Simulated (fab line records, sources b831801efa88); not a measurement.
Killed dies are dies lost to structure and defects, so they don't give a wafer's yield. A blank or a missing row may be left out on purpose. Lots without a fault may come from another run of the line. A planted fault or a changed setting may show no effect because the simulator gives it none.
Which tool did it? | flow gf180mcu | 7 lots, 21 wafers sampled, at 1 step of a route of 602

WHAT THE GAUGES READ, wafer by wafer
GF_HV_LDD_TW_MEAS_11.
lot  | measured     | on            | HV_LDD_TW
L922 | day 10 18:02 | film_metro-01 | 2403 2401 2403
L921 | day 11 00:13 | film_metro-02 | 2448 2459 2441
L925 | day 11 16:28 | film_metro-04 | 2348 2363 2353
L931 | day 13 06:49 | film_metro-01 | 2423 2427 2428
L933 | day 14 06:57 | film_metro-02 | 2427 2427 2429
L935 | day 14 14:32 | film_metro-02 | 2446 2425 2431
L943 | day 16 23:31 | film_metro-04 | 2353 2358 2365

WHICH TOOL RAN EACH LOT (tool, then ch and the chambers of the sampled wafers, then the start)
The record holds no process step before these readings.

THE ANSWER, worked out from the rows above alone
Rule: what is usual is taken from the lots themselves. Put in order of their means at a reading, lots are off if they are a third of the lots or fewer, leave a main group of 4 or more, and stand apart from it by a gap of 3 or more times the standard deviation of the main group's means; of several such gaps the widest counts. A main group whose means are all the same, to the digits that the tables above print for the reading, isn't used. A lot without any number at a reading at which 4 lots or more have one is off too. The other lots that the step has rows for count as sound.
No lot is off at any reading shown: from this, nothing can be told.

WHAT THE SIMULATOR HAD PUT IN
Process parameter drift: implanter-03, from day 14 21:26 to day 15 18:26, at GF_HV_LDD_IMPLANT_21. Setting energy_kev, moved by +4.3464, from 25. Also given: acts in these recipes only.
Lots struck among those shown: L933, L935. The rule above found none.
